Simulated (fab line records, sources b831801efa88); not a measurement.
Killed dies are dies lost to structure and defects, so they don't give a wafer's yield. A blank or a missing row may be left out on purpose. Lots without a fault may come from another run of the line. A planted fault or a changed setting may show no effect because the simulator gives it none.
Split-lot experiment | flow gf180mcu | 5 lots, 23 wafers read, on a route of 602 steps

THE SPLIT
At GF_M2_PEB_12 (peb time 90 s), the setting peb_temp_c was moved away from the recipe's 135 C on 10 of the 23 wafers read, by -2.5% to +1.0%. The other wafers ran this setting at the recipe's value.

FROM THE SPLIT TO THE READING: what the file shows between them, 1 step
- GF_M2_DEVELOP_13: develop time 60 s

THE READING
cd_nm, in nm, at GF_M2_CD_MEAS_14 (target cd 280 nm). Fault-free wafers of this fab line usually give 279.5 nm, standard deviation 0.89 nm.

wafer  | tool, chamber at the split | peb_temp_c as run, C | against the recipe | cd_nm, nm | against lot-mates on the recipe
L076.2 | litho_track-01, 0          | 135                  | recipe             | 280.1     | -
L076.3 | litho_track-01, 0          | 131.6                | -2.5%              | 291.0     | +11.6
L076.4 | litho_track-01, 0          | 135                  | recipe             | 279.1     | -
L076.5 | litho_track-01, 0          | 135                  | recipe             | 279.1     | -
L076.6 | litho_track-01, 0          | 131.6                | -2.5%              | 290.3     | +10.9
L077.1 | litho_track-02, 0          | 135                  | recipe             | 279.6     | -
L077.2 | litho_track-02, 0          | 135                  | recipe             | 281.3     | -
L077.6 | litho_track-02, 0          | 135                  | recipe             | 279.4     | -
L080.1 | litho_track-04, 0          | 136.3                | +1.0%              | 275.1     | -4.0
L080.2 | litho_track-04, 0          | 135                  | recipe             | 279.5     | -
L080.3 | litho_track-04, 0          | 136.3                | +1.0%              | 274.4     | -4.7
L080.5 | litho_track-04, 0          | 136.3                | +1.0%              | 275.7     | -3.4
L080.6 | litho_track-04, 0          | 135                  | recipe             | 278.7     | -
L082.1 | litho_track-01, 0          | 132.9                | -1.6%              | 286.0     | +6.3
L082.2 | litho_track-01, 0          | 135                  | recipe             | 279.8     | -
L082.3 | litho_track-01, 0          | 132.9                | -1.6%              | 286.2     | +6.5
L082.5 | litho_track-01, 0          | 132.9                | -1.6%              | 286.2     | +6.5
L082.6 | litho_track-01, 0          | 135                  | recipe             | 279.6     | -
L084.1 | litho_track-02, 0          | 135                  | recipe             | 280.4     | -
L084.2 | litho_track-02, 0          | 135                  | recipe             | 280.1     | -
L084.3 | litho_track-02, 0          | 131.9                | -2.3%              | 290.6     | +10.4
L084.5 | litho_track-02, 0          | 135                  | recipe             | 280.1     | -
L084.6 | litho_track-02, 0          | 131.9                | -2.3%              | 290.6     | +10.4

THE FIT
A straight line over all 23 wafers: cd_nm changes by -4.49 nm for each +1% of peb_temp_c; r = -0.99; the points scatter about the line by 0.64 nm.
The same after taking each lot's own level away (the mean of its wafers on the recipe; 23 wafers): -4.38 nm for each +1%; r = -1.00; scatter 0.5 nm.
On that fit, the largest move of peb_temp_c shifts the reading by 11 nm.
The lots' own levels span 279.10 to 280.20 nm, that is 1.2 times the standard deviation above.
So the lot-to-lot level changes the slope little: the two slopes agree.
Check: with one of the wafers moved furthest among these (-2.5%) left out of the fit, the line predicts +10.9 nm for it against its lot-mates. It came out at +11.6 nm against them.

OTHER SPLITS ON THESE WAFERS
These wafers also went through other splits before the reading. Each is held against what the fit with the lots' levels taken away leaves over:
other split on the same wafers       | wafers away from the commonest value | r with cd_nm (lot level and that fit taken away)
GF_M1_SPUTTER_04 chamber_pressure_pa | 18                                   | +0.11
GF_M1_STRIP_17 power_w               | 8                                    | +0.03
GF_V1_SPUTTER_22 time_s              | 9                                    | +0.37
GF_M2_SPUTTER_01 power_w             | 7                                    | +0.31

THE WHOLE CHAIN: every reading that the file lists as answering this split, in the file's order
step                | what it does                                                                         | reading                                                   | change (the file's fit)              | r (the file's)
GF_M2_CD_MEAS_14    | target cd 280 nm                                                                     | cd_nm                                                     | -4.42 nm for each +1% of the setting | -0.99
GF_M2_METAL_ETCH_16 | etches the open film in Cl2/BCl3, stops on SiO2, target depth 627.5 nm, time 104.6 s | M2.cd_nm (the simulator's own value, which no gauge read) | -4.38 nm for each +1% of the setting | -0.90

THE FILE'S OWN FIT
cd_nm changes by -4.42 nm for each +1% of peb_temp_c, r = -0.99.
